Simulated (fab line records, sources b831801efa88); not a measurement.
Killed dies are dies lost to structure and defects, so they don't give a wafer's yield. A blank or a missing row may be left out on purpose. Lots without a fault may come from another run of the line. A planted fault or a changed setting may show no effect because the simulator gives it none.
fab line records | flow sky130
record lots=24 wafers=72 last_day=50
route steps=708 shown LOCAL_INTERCONNECT@389 METAL1@434 VIA1@461 METAL2@485
lots that met no fault: from a run of the same line without faults
start_h: hours from the record's first day to the start of the lot's first wafer shown | wait_h: hours since the lot's step before | " the same as in the row above | L1.1+2: a row that stands for several wafers | - no value, or no start given | * or withheld: withheld | < > ~ a bound
route shown NAME@n: a module of which the file shows steps, and the number in the route of the first | usual: mean/standard deviation of fault-free wafers | same: alike in all rows | chamber/n: place in a boat | sites: the reading at each site | _std_site: their standard deviation | _edge_site: outer sites' mean less inner sites' | radius_mm: how far each site lies from the wafer's centre | mask NAME#n: copy n | behind: the tool/chamber that last shaped the wafer | hold: why the lot was held/for how many hours/how that ended | device: the transistor (n, p or np) that didn't switch | end of line: the same wafers' tests at the end of the route | a step without rows: its recipe alone | killed: dies lost to structure and defects at the first sort, not the wafer's yield | map: a wafer's dies, x killed, . not, _ none there
set.NAME: the setting as run; set.NAME@STEP: as run at that earlier step | model.NAME: the simulator's own value behind a step, which no gauge read
steps of the route over a sample of lots; a table a step, a row a wafer
services: from which hour (start_h, from the record's first day; less than 0 if before it) a tool's chamber was out of use, for how many hours, and why
## steps
# step SKY_LOCAL_INTERCONNECT_THK_MEAS_02
# recipe thk_meas_gauge=xrf reads=TiN_of_LOCAL_INTERCONNECT_SPUTTER_00
# usual LOCAL_INTERCONNECT_TIN_THK=99.6/0.96
# columns lot.wafer tool chamber start_h wait_h LOCAL_INTERCONNECT_TIN_THK[nm]
L075.4 film_metro-01 - 694.52 0.1 99.5
L075.5 " - " " 101.4
L075.6 " - " " 100.4
L074.2 film_metro-02 - 696.81 0.1 100.8
L074.3 " - " " 101.0
L074.4 " - " " 100.1
L076.1 film_metro-01 - 706.89 0.1 99.6
L076.2 " - " " 100.2
L076.4 " - " " 99.3
L077.1 film_metro-01 - 710.77 0.1 101.2
L077.2 " - " " 100.9
L077.5 " - " " 100.7
L078.1 film_metro-01 - 720.48 0.1 99.4
L078.2 " - " " 100.3
L078.3 " - " " 99.7
L079.2 film_metro-04 - 724.32 0.1 101.9
L079.3 " - " " 101.6
L079.6 " - " " 100.9
L080.1 film_metro-02 - 734.04 0.1 99.7
L080.3 " - " " 98.8
L080.6 " - " " 98.8
L081.4 film_metro-02 - 737.37 0.1 99.0
L081.5 " - " " 100.0
L081.6 " - " " 100.6
L082.4 film_metro-01 - 746.05 0.1 99.2
L082.5 " - " " 100.2
L082.6 " - " " 98.9
L083.1 film_metro-04 - 753.77 0.1 98.3
L083.2 " - " " 98.1
L083.3 " - " " 97.6
L084.3 film_metro-04 - 757.67 0.1 99.5
L084.5 " - " " 100.0
L084.6 " - " " 99.5
L085.1 film_metro-04 - 769.49 0.1 99.6
L085.2 " - " " 98.6
L085.5 " - " " 98.4
L086.1 film_metro-02 - 776.34 0.1 99.1
L086.2 " - " " 100.7
L086.5 " - " " 99.1
L087.3 film_metro-04 - 782.61 0.1 100.2
L087.4 " - " " 100.7
L087.6 " - " " 101.4
L088.2 film_metro-01 - 796.43 0.1 100.2
L088.4 " - " " 100.5
L088.6 " - " " 99.9
L089.4 film_metro-04 - 798.26 0.1 98.9
L089.5 " - " " 97.5
L089.6 " - " " 98.7
L090.1 film_metro-02 - 814.97 0.1 99.6
L090.5 " - " " 99.5
L090.6 " - " " 98.9
L091.1 film_metro-01 - 820.32 0.1 97.7
L091.4 " - " " 97.5
L091.5 " - " " 98.0
L093.1 film_metro-02 - 821.47 0.1 99.3
L093.4 " - " " 98.5
L093.6 " - " " 100.4
L092.1 film_metro-04 - 825.17 0.1 98.6
L092.4 " - " " 100.6
L092.5 " - " " 98.8
L094.1 film_metro-04 - 831.59 0.1 99.3
L094.3 " - " " 99.1
L094.4 " - " " 97.9
L095.1 film_metro-04 - 847.90 0.1 100.5
L095.3 " - " " 101.0
L095.6 " - " " 100.6
L096.1 film_metro-01 - 855.38 0.1 99.3
L096.2 " - " " 99.9
L096.3 " - " " 99.0
L097.3 film_metro-02 - 866.06 0.1 99.5
L097.4 " - " " 99.6
L097.6 " - " " 100.3
# step SKY_METAL1_SPUTTER_00
# recipe material=Ti target_thk_nm=15 power_w=3000 time_s=10 chamber_pressure_pa=0.4
# usual throttle_valve_pct=30.4/0.52
# columns lot.wafer tool chamber start_h wait_h throttle_valve_pct
L075.4 pvd_sputter-01 - 752.54 0.1 30.8
L075.5 " - " " 30.1
L075.6 " - " " 30.9
L074.2 pvd_sputter-01 - 755.45 0.2 29.9
L074.3 " - " " 30.8
L074.4 " - " " 30.8
L076.1 pvd_sputter-03 - 765.49 0.2 30.1
L076.2 " - " " 30.9
L076.4 " - " " 29.7
L077.1 pvd_sputter-03 - 769.15 0.1 30.6
L077.2 " - " " 30.1
L077.5 " - " " 30.3
L078.1 pvd_sputter-01 - 778.20 0.2 30.7
L078.2 " - " " 29.8
L078.3 " - " " 29.8
L079.2 pvd_sputter-03 - 780.68 0.1 30.2
L079.3 " - " " 30.2
L079.6 " - " " 30.4
L080.1 pvd_sputter-01 - 792.15 0.2 30.7
L080.3 " - " " 30.1
L080.6 " - " " 30.7
L081.4 pvd_sputter-01 - 794.21 0.2 30.9
L081.5 " - " " 30.0
L081.6 " - " " 30.6
L082.4 pvd_sputter-03 - 803.50 0.2 30.1
L082.5 " - " " 30.8
L082.6 " - " " 30.1
L083.1 pvd_sputter-01 - 809.75 0.1 30.9
L083.2 " - " " 31.1
L083.3 " - " " 29.9
L084.3 pvd_sputter-01 - 815.66 0.1 30.3
L084.5 " - " " 30.8
L084.6 " - " " 30.1
L085.1 pvd_sputter-03 - 825.85 0.2 30.3
L085.2 " - " " 29.5
L085.5 " - " " 30.4
L086.1 pvd_sputter-01 - 832.65 0.1 29.9
L086.2 " - " " 30.0
L086.5 " - " " 30.0
L087.3 pvd_sputter-01 - 838.60 0.1 30.9
L087.4 " - " " 29.8
L087.6 " - " " 29.9
L088.2 pvd_sputter-03 - 851.07 0.1 30.0
L088.4 " - " " 30.5
L088.6 " - " " 29.7
L089.4 pvd_sputter-01 - 854.15 0.1 31.0
L089.5 " - " " 30.0
L089.6 " - " " 31.0
L090.1 pvd_sputter-03 - 870.12 0.2 30.1
L090.5 " - " " 30.2
L090.6 " - " " 30.2
L091.1 pvd_sputter-04 - 874.75 0.2 30.0
L091.4 " - " " 31.8
L091.5 " - " " 29.3
L093.1 pvd_sputter-01 - 876.97 0.2 29.7
L093.4 " - " " 30.8
L093.6 " - " " 30.6
L092.1 pvd_sputter-01 - 880.50 0.2 30.4
L092.4 " - " " 30.8
L092.5 " - " " 30.8
L094.1 pvd_sputter-04 - 885.75 0.1 31.9
L094.3 " - " " 30.1
L094.4 " - " " 29.2
L095.1 pvd_sputter-01 - 902.44 0.2 30.7
L095.3 " - " " 30.1
L095.6 " - " " 30.9
L096.1 pvd_sputter-01 - 910.80 0.2 29.9
L096.2 " - " " 30.7
L096.3 " - " " 30.8
L097.3 pvd_sputter-03 - 920.99 0.2 30.9
L097.4 " - " " 30.3
L097.6 " - " " 30.7
# step SKY_VIA1_BOW_MEAS_03
# recipe mode=bow
# usual VIA1_BOW=80/7
# columns lot.wafer tool chamber start_h wait_h VIA1_BOW[um]
L075.4 film_metro-03 - 780.23 0.3 75
L075.5 " - " " 92
L075.6 " - " " 88
L074.2 film_metro-01 - 783.45 0.2 80
L074.3 " - " " 82
L074.4 " - " " 76
L076.1 film_metro-02 - 793.99 0.2 64
L076.2 " - " " 77
L076.4 " - " " 67
L077.1 film_metro-02 - 797.64 0.1 71
L077.2 " - " " 74
L077.5 " - " " 73
L078.1 film_metro-01 - 806.73 0.2 75
L078.2 " - " " 77
L078.3 " - " " 78
L079.2 film_metro-03 - 808.97 0.2 86
L079.3 " - " " 78
L079.6 " - " " 75
L080.1 film_metro-02 - 820.66 0.1 84
L080.3 " - " " 74
L080.6 " - " " 67
L081.4 film_metro-03 - 822.27 0.2 81
L081.5 " - " " 84
L081.6 " - " " 77
L082.4 film_metro-03 - 831.76 0.2 67
L082.5 " - " " 73
L082.6 " - " " 76
L083.1 film_metro-01 - 838.03 0.2 90
L083.2 " - " " 82
L083.3 " - " " 85
L084.3 film_metro-01 - 843.55 0.2 78
L084.5 " - " " 78
L084.6 " - " " 82
L085.1 film_metro-02 - 853.86 0.1 86
L085.2 " - " " 77
L085.5 " - " " 73
L086.1 film_metro-02 - 859.47 0.1 82
L086.2 " - " " 92
L086.5 " - " " 86
L087.3 film_metro-01 - 866.49 0.1 85
L087.4 " - " " 73
L087.6 " - " " 80
L088.2 film_metro-01 - 878.62 0.2 57
L088.4 " - " " 78
L088.6 " - " " 87
L089.4 film_metro-03 - 882.10 0.3 72
L089.5 " - " " 81
L089.6 " - " " 84
L090.1 film_metro-01 - 897.03 0.1 87
L090.5 " - " " 76
L090.6 " - " " 88
L091.1 film_metro-02 - 901.52 0.2 89
L091.4 " - " " 78
L091.5 " - " " 80
L093.1 film_metro-02 - 904.77 0.2 80
L093.4 " - " " 76
L093.6 " - " " 93
L092.1 film_metro-01 - 907.67 0.1 87
L092.4 " - " " 81
L092.5 " - " " 100
L094.1 film_metro-01 - 913.11 0.2 84
L094.3 " - " " 83
L094.4 " - " " 86
L095.1 film_metro-02 - 929.22 0.1 83
L095.3 " - " " 81
L095.6 " - " " 74
L096.1 film_metro-01 - 937.40 0.1 66
L096.2 " - " " 84
L096.3 " - " " 90
L097.3 film_metro-03 - 947.17 0.3 75
L097.4 " - " " 82
L097.6 " - " " 82
# step SKY_VIA1_CVD_21
# recipe material=W target_thk_nm=270 time_s=80.902 temp_c=400 pressure_torr=40
# usual chamber_pressure_Torr=40.01/0.1 heater_power_w=833/76
# columns lot.wafer tool chamber start_h wait_h chamber_pressure_Torr heater_power_w
L075.4 cvd_w-01 0 807.73 0.1 39.91 861
L075.5 " 0 " " 40.02 863
L075.6 " 1 " " 40.02 933
L074.2 cvd_w-02 0 811.18 0.0 40.09 704
L074.3 " 1 " " 40.02 771
L074.4 " 0 " " 39.99 724
L076.1 cvd_w-02 0 821.18 0.0 39.99 692
L076.2 " 1 " " 39.91 775
L076.4 " 0 " " 39.94 705
L077.1 cvd_w-01 1 825.28 0.0 40.03 940
L077.2 " 0 " " 40.18 882
L077.5 " 0 " " 40.16 863
L078.1 cvd_w-01 0 833.62 0.0 39.96 867
L078.2 " 1 " " 40.01 919
L078.3 " 1 " " 40.16 911
L079.2 cvd_w-01 1 836.58 0.0 40.17 936
L079.3 " 0 " " 40.09 864
L079.6 " 1 " " 40.12 909
L080.1 cvd_w-01 0 847.73 0.0 40.13 869
L080.3 " 0 " " 40.08 907
L080.6 " 1 " " 39.84 936
L081.4 cvd_w-01 0 849.81 0.1 40.05 887
L081.5 " 0 " " 39.92 876
L081.6 " 1 " " 40.03 889
L082.4 cvd_w-01 0 858.12 0.1 40.08 885
L082.5 " 0 " " 40.01 868
L082.6 " 1 " " 39.86 911
L083.1 cvd_w-01 1 864.54 0.0 39.98 906
L083.2 " 0 " " 39.99 885
L083.3 " 0 " " 40.18 886
L084.3 cvd_w-01 0 871.17 0.1 39.95 880
L084.5 " 1 " " 39.90 930
L084.6 " 0 " " 39.97 870
L085.1 cvd_w-02 0 880.89 0.0 40.16 701
L085.2 " 1 " " 40.15 765
L085.5 " 0 " " 40.14 713
L086.1 cvd_w-02 1 886.62 0.0 40.01 785
L086.2 " 0 " " 39.92 715
L086.5 " 1 " " 40.06 771
L087.3 cvd_w-01 1 893.55 0.1 40.00 919
L087.4 " 0 " " 39.87 879
L087.6 " 1 " " 40.08 912
L088.2 cvd_w-02 1 905.27 0.0 39.89 774
L088.4 " 0 " " 39.91 729
L088.6 " 1 " " 40.01 776
L089.4 cvd_w-02 1 908.45 0.1 40.06 749
L089.5 " 1 " " 40.06 767
L089.6 " 0 " " 40.37 698
L090.1 cvd_w-01 1 923.08 0.0 39.91 895
L090.5 " 1 " " 39.94 879
L090.6 " 0 " " 39.95 852
L091.1 cvd_w-01 1 927.41 0.0 40.06 914
L091.4 " 0 " " 40.04 857
L091.5 " 1 " " 39.86 916
L093.1 cvd_w-01 0 930.52 0.0 39.83 851
L093.4 " 1 " " 40.05 895
L093.6 " 0 " " 39.89 862
L092.1 cvd_w-01 1 933.55 0.0 40.21 886
L092.4 " 1 " " 40.19 919
L092.5 " 1 " " 40.00 894
L094.1 cvd_w-01 0 938.63 0.0 40.06 867
L094.3 " 0 " " 40.06 869
L094.4 " 1 " " 39.89 893
L095.1 cvd_w-02 1 954.56 0.0 40.14 771
L095.3 " 0 " " 40.00 715
L095.6 " 0 " " 39.99 707
L096.1 cvd_w-02 0 962.71 0.0 40.06 717
L096.2 " 1 " " 39.97 783
L096.3 " 1 " " 40.10 779
L097.3 cvd_w-02 0 972.26 0.1 39.99 709
L097.4 " 1 " " 39.97 775
L097.6 " 1 " " 40.08 756
# step SKY_METAL2_SPUTTER_02
# recipe material=AlCu target_thk_nm=250 power_w=10600 time_s=13.3 chamber_pressure_pa=0.4
# usual throttle_valve_pct=30.2/0.71
# columns lot.wafer tool chamber start_h wait_h throttle_valve_pct
L075.4 pvd_sputter-03 - 808.32 0.0 29.3
L075.5 " - " " 30.0
L075.6 " - " " 30.6
L074.2 pvd_sputter-03 - 811.80 0.0 30.0
L074.3 " - " " 30.9
L074.4 " - " " 29.6
L076.1 pvd_sputter-01 - 821.80 0.0 30.9
L076.2 " - " " 29.8
L076.4 " - " " 29.9
L077.1 pvd_sputter-02 - 825.90 0.0 31.6
L077.2 " - " " 29.3
L077.5 " - " " 29.3
L078.1 pvd_sputter-02 - 834.24 0.0 31.3
L078.2 " - " " 29.9
L078.3 " - " " 29.1
L079.2 pvd_sputter-03 - 837.20 0.0 30.1
L079.3 " - " " 31.0
L079.6 " - " " 30.1
L080.1 pvd_sputter-02 - 848.35 0.0 29.1
L080.3 " - " " 30.2
L080.6 " - " " 31.6
L081.4 pvd_sputter-01 - 850.40 0.0 30.8
L081.5 " - " " 29.9
L081.6 " - " " 31.1
L082.4 pvd_sputter-01 - 858.71 0.0 31.0
L082.5 " - " " 30.7
L082.6 " - " " 29.7
L083.1 pvd_sputter-03 - 865.16 0.0 29.6
L083.2 " - " " 30.3
L083.3 " - " " 30.4
L084.3 pvd_sputter-03 - 871.77 0.0 30.1
L084.5 " - " " 30.4
L084.6 " - " " 29.6
L085.1 pvd_sputter-03 - 881.51 0.0 31.1
L085.2 " - " " 30.1
L085.5 " - " " 29.7
L086.1 pvd_sputter-02 - 887.24 0.0 29.1
L086.2 " - " " 31.3
L086.5 " - " " 29.0
L087.3 pvd_sputter-03 - 894.14 0.0 30.2
L087.4 " - " " 29.6
L087.6 " - " " 31.2
L088.2 pvd_sputter-03 - 905.89 0.0 30.3
L088.4 " - " " 30.3
L088.6 " - " " 30.0
L089.4 pvd_sputter-03 - 909.19 0.0 30.2
L089.5 " - " " 30.9
L089.6 " - " " 30.0
L090.1 pvd_sputter-02 - 923.70 0.0 31.6
L090.5 " - " " 31.7
L090.6 " - " " 29.1
L091.1 pvd_sputter-02 - 928.03 0.0 29.3
L091.4 " - " " 29.4
L091.5 " - " " 29.1
L093.1 pvd_sputter-02 - 931.14 0.0 29.0
L093.4 " - " " 29.1
L093.6 " - " " 29.3
L092.1 pvd_sputter-02 - 934.17 0.0 29.0
L092.4 " - " " 31.4
L092.5 " - " " 29.8
L094.1 pvd_sputter-01 - 939.25 0.0 30.8
L094.3 " - " " 31.1
L094.4 " - " " 29.7
L095.1 pvd_sputter-01 - 955.18 0.0 30.9
L095.3 " - " " 30.2
L095.6 " - " " 29.9
L096.1 pvd_sputter-03 - 963.33 0.0 29.4
L096.2 " - " " 30.2
L096.3 " - " " 30.3
L097.3 pvd_sputter-01 - 972.85 0.0 30.2
L097.4 " - " " 31.0
L097.6 " - " " 29.9
# step SKY_METAL2_STRIP_20
# recipe chemistry=O2/N2 power_w=1400 pressure_mtorr=1500 platen_temp_c=withheld o2_flow_sccm=3000 n2_flow_sccm=300 overash_fraction=0.5
# usual chamber_pressure_mTorr=1500.1/1.4 drypump_motor_current_A=5.66/0.17 oes_product_au=0.343/0.0049 strip_time_to_endpoint_s=2.72/0.04
# columns lot.wafer tool chamber start_h wait_h chamber_pressure_mTorr drypump_motor_current_A oes_product_au rf_hours_counter_h strip_time_to_endpoint_s
L075.4 plasma_asher-02 1 835.29 0.1 1500.2 5.84 0.351 - 2.75
L075.5 " 0 " " 1500.4 5.61 0.350 - 2.75
L075.6 " 1 " " 1499.2 5.84 0.337 - 2.76
L074.2 plasma_asher-02 0 838.86 0.1 1501.8 5.60 0.344 70 2.77
L074.3 " 0 " " 1503.3 5.62 0.331 - 2.74
L074.4 " 1 " " 1497.8 5.87 0.330 - 2.69
L076.1 plasma_asher-01 0 848.86 0.1 1499.4 5.48 0.349 42 2.73
L076.2 " 1 " " 1497.4 5.77 0.344 42 2.71
L076.4 " 1 " " 1499.5 5.77 0.339 - 2.70
L077.1 plasma_asher-02 1 853.06 0.1 1501.9 5.88 0.340 70 2.65
L077.2 " 0 " " 1498.2 5.60 0.338 70 2.72
L077.5 " 1 " " 1501.5 5.86 0.343 - 2.74
L078.1 plasma_asher-03 1 860.61 0.1 1498.7 5.38 0.342 11 2.71
L078.2 " 0 " " 1500.2 5.90 0.342 11 2.65
L078.3 " 0 " " 1500.5 5.91 0.339 - 2.70
L079.2 plasma_asher-01 0 862.96 0.1 1498.6 5.50 0.348 43 2.75
L079.3 " 1 " " 1499.0 5.74 0.347 - 2.75
L079.6 " 0 " " 1498.2 5.50 0.352 - 2.69
L080.1 plasma_asher-02 0 875.01 0.1 1501.0 5.62 0.335 72 2.65
L080.3 " 1 " " 1498.6 5.90 0.342 - 2.64
L080.6 " 1 " " 1499.5 5.89 0.345 - 2.65
L081.4 plasma_asher-03 1 876.79 0.1 1498.9 5.39 0.342 - 2.69
L081.5 " 0 " " 1503.5 5.83 0.341 - 2.67
L081.6 " 1 " " 1498.9 5.37 0.354 - 2.74
L082.4 plasma_asher-01 1 884.94 0.1 1499.3 5.71 0.343 - 2.73
L082.5 " 1 " " 1500.9 5.74 0.339 - 2.70
L082.6 " 0 " " 1501.8 5.48 0.339 - 2.75
L083.1 plasma_asher-01 0 891.41 0.1 1500.9 5.49 0.344 46 2.75
L083.2 " 1 " " 1501.2 5.76 0.341 46 2.69
L083.3 " 0 " " 1499.6 5.50 0.340 - 2.71
L084.3 plasma_asher-03 0 897.39 0.1 1501.6 5.82 0.345 - 2.74
L084.5 " 1 " " 1499.4 5.42 0.338 - 2.72
L084.6 " 0 " " 1499.7 5.87 0.347 - 2.78
L085.1 plasma_asher-02 0 907.76 0.1 1499.2 5.61 0.350 76 2.82
L085.2 " 1 " " 1499.9 5.86 0.348 76 2.72
L085.5 " 0 " " 1499.7 5.59 0.347 - 2.74
L086.1 plasma_asher-02 1 912.51 0.1 1501.0 5.87 0.352 76 2.79
L086.2 " 0 " " 1499.2 5.61 0.346 76 2.73
L086.5 " 1 " " 1502.9 5.85 0.347 - 2.73
L087.3 plasma_asher-03 0 920.09 0.1 1501.5 5.87 0.340 - 2.75
L087.4 " 1 " " 1499.0 5.34 0.347 - 2.66
L087.6 " 0 " " 1498.8 5.87 0.344 - 2.72
L088.2 plasma_asher-03 1 931.11 0.1 1500.7 5.40 0.339 19 2.73
L088.4 " 0 " " 1499.7 5.86 0.342 - 2.77
L088.6 " 1 " " 1499.0 5.44 0.357 - 2.70
L089.4 plasma_asher-01 0 934.98 0.1 1503.9 5.51 0.337 - 2.69
L089.5 " 0 " " 1501.4 5.50 0.345 - 2.71
L089.6 " 1 " " 1501.2 5.75 0.347 - 2.73
L090.1 plasma_asher-01 0 948.31 0.1 1502.0 5.49 0.345 51 2.69
L090.5 " 1 " " 1501.6 5.75 0.343 - 2.68
L090.6 " 0 " " 1498.3 5.50 0.344 - 2.77
L091.1 plasma_asher-01 1 952.81 0.1 1500.1 5.74 0.338 52 2.74
L091.4 " 1 " " 1500.3 5.70 0.342 - 2.74
L091.5 " 0 " " 1499.7 5.49 0.345 - 2.70
L093.1 plasma_asher-01 0 956.46 0.1 1500.6 5.48 0.343 52 2.77
L093.4 " 0 " " 1501.2 5.47 0.348 - 2.78
L093.6 " 0 " " 1499.0 5.48 0.335 - 2.78
L092.1 plasma_asher-01 0 958.91 0.1 1498.0 5.50 0.345 53 2.63
L092.4 " 0 " " 1498.6 5.49 0.351 - 2.65
L092.5 " 0 " " 1500.7 5.50 0.344 - 2.67
L094.1 plasma_asher-01 0 964.31 0.1 1499.5 5.49 0.345 53 2.71
L094.3 " 0 " " 1497.2 5.51 0.345 - 2.68
L094.4 " 1 " " 1498.2 5.76 0.344 - 2.71
L095.1 plasma_asher-03 1 979.61 0.1 1498.5 5.39 0.339 22 2.69
L095.3 " 1 " " 1502.5 5.36 0.342 - 2.65
L095.6 " 0 " " 1501.4 5.87 0.336 - 2.68
L096.1 plasma_asher-02 0 987.86 0.1 1498.5 5.63 0.344 84 2.73
L096.2 " 1 " " 1499.9 5.88 0.352 84 2.74
L096.3 " 0 " " 1500.4 5.61 0.341 - 2.69
L097.3 plasma_asher-03 0 997.20 0.1 1500.4 5.88 0.343 - 2.65
L097.4 " 1 " " 1501.0 5.39 0.341 - 2.75
L097.6 " 1 " " 1500.0 5.38 0.343 - 2.69
## services
# columns tool chamber start_h hours kind
plasma_asher-03 - 733.75 9.0 pm
plasma_asher-03 - 757.34 8.9 repair
pvd_sputter-02 - 768.86 9.1 repair
pvd_sputter-04 - 770.27 6.0 repair
plasma_asher-03 - 789.64 2.8 pm
pvd_sputter-04 - 791.63 6.7 repair
cvd_w-01 1 791.64 3.2 repair
pvd_sputter-01 1 800.69 - consumable_replace:kit
pvd_sputter-01 1 800.69 18.0 scheduled_down
pvd_sputter-01 1 800.69 18.0 vent_cycle
plasma_asher-02 - 804.42 7.0 repair
plasma_asher-02 - 807.10 13.7 repair
pvd_sputter-03 - 814.96 2.6 repair
pvd_sputter-04 - 822.06 1.9 repair
pvd_sputter-04 - 825.36 3.1 repair
plasma_asher-02 - 840.58 9.4 pm
pvd_sputter-03 - 858.00 2.0 repair
cvd_w-01 - 904.00 14.0 pm
pvd_sputter-03 - 911.76 4.0 repair
plasma_asher-01 - 919.90 4.3 pm
cvd_w-02 1 933.41 2.8 repair
pvd_sputter-01 0 943.35 - consumable_replace:kit
plasma_asher-03 - 949.05 14.6 pm
pvd_sputter-01 - 953.55 0.6 repair
## key
fault none
